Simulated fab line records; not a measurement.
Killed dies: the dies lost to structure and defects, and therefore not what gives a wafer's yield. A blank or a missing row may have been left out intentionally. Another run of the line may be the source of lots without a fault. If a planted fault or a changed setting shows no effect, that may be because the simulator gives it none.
A sampling plan put to the test :: flow gf180mcu :: 11 faults told of in these records, all on one fab line, each judged by the records of the lots it struck
The plan consists of the line's own looks: route steps at which the wafer is read by a gauge or an inspection but not changed. A look can be judged if struck wafers have a number there and the file gives its usual mean and standard deviation on fault-free wafers. Caught: the struck wafers' mean, at a look after the fault's first step, is 4 or more of those standard deviations (sigma) away from the usual mean. On the tool: the identical test, applied to the tool's own readings at the steps of the fault. Also counted as caught: the struck wafers showing another recipe, or a record that is empty for them alone.

## THE FAULTS, as the simulator had put them in
1. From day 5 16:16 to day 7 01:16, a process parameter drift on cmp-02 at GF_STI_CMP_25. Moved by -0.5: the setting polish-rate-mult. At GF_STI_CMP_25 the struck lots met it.
2. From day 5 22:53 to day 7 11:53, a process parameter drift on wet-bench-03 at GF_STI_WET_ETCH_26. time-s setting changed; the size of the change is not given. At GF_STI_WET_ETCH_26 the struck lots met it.
3. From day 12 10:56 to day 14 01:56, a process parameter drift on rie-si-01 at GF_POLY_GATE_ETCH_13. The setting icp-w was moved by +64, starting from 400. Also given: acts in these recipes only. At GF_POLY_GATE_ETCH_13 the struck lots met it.
4. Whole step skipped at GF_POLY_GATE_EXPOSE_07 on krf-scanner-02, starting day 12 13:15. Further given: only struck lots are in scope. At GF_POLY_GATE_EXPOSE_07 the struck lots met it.
5. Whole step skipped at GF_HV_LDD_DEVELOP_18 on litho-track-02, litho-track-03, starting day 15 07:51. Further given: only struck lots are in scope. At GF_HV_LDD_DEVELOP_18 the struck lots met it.
6. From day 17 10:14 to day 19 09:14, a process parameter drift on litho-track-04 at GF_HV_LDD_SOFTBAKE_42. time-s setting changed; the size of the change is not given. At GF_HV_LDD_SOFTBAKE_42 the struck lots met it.
7. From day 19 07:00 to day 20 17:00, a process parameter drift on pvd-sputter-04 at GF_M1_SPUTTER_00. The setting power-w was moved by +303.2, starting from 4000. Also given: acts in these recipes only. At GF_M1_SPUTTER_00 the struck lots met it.
8. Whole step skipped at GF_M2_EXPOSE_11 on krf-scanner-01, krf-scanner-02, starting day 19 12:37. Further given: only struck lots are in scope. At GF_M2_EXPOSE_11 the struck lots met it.
9. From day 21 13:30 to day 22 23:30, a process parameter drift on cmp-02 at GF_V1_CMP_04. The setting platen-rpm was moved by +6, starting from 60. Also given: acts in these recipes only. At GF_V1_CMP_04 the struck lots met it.
10. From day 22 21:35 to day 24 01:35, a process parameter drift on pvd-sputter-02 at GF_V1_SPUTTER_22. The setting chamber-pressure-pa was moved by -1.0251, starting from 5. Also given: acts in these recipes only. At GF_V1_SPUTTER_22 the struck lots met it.
11. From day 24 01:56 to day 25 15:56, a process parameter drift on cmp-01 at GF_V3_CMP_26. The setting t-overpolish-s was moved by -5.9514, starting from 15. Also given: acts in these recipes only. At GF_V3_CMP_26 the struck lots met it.

## WHAT THE PLAN SAW
fault: 1
on the tool itself: time-to-endpoint-s +29 sigma
first look that catches it: none of the 3 looks that can be judged after it
reading, sigma: -
median hours from its first step to that look: -
hours from the fault's start to the first struck lot there: -
judged looks passed uncaught: 3

fault: 2
on the tool itself: run-length-s -18 sigma
first look that catches it: no look after it can be judged
reading, sigma: -
median hours from its first step to that look: -
hours from the fault's start to the first struck lot there: -
judged looks passed uncaught: 0

fault: 3
on the tool itself: rf-fwd-power-W +45 sigma
first look that catches it: not the one look that can be judged after it
reading, sigma: -
median hours from its first step to that look: -
hours from the fault's start to the first struck lot there: -
judged looks passed uncaught: 1

fault: 4
on the tool itself: no reading that can be judged
first look that catches it: no look after it can be judged
reading, sigma: -
median hours from its first step to that look: -
hours from the fault's start to the first struck lot there: -
judged looks passed uncaught: 0

fault: 5
on the tool itself: the tool's record is blank for the struck wafers
first look that catches it: no look after it can be judged
reading, sigma: -
median hours from its first step to that look: -
hours from the fault's start to the first struck lot there: -
judged looks passed uncaught: 0

fault: 6
on the tool itself: run-length-s +25 sigma
first look that catches it: none of the 2 looks that can be judged after it
reading, sigma: -
median hours from its first step to that look: -
hours from the fault's start to the first struck lot there: -
judged looks passed uncaught: 2

fault: 7
on the tool itself: cathode-dc-power-W +99 or beyond sigma
first look that catches it: not the one look that can be judged after it
reading, sigma: -
median hours from its first step to that look: -
hours from the fault's start to the first struck lot there: -
judged looks passed uncaught: 1

fault: 8
on the tool itself: no reading that can be judged
first look that catches it: no look after it can be judged
reading, sigma: -
median hours from its first step to that look: -
hours from the fault's start to the first struck lot there: -
judged looks passed uncaught: 0

fault: 9
on the tool itself: platen-rpm +99 or beyond sigma
first look that catches it: not the one look that can be judged after it
reading, sigma: -
median hours from its first step to that look: -
hours from the fault's start to the first struck lot there: -
judged looks passed uncaught: 1

fault: 10
on the tool itself: chamber-pressure-pa -99 or beyond sigma
first look that catches it: no look after it can be judged
reading, sigma: -
median hours from its first step to that look: -
hours from the fault's start to the first struck lot there: -
judged looks passed uncaught: 0

fault: 11
on the tool itself: overpolish-run-s -99 or beyond sigma
first look that catches it: not the one look that can be judged after it
reading, sigma: -
median hours from its first step to that look: -
hours from the fault's start to the first struck lot there: -
judged looks passed uncaught: 1
A dash: the fault isn't caught, or these records don't give the number.

Caught at a look: 0 of 11. Caught on the tool: 9 of 11. By one or the other: 9 of 11.
On the tool alone, faults 1, 2, 3, 5, 6, 7, 9, 10, 11 were caught.
Caught by neither: faults 4, 8.
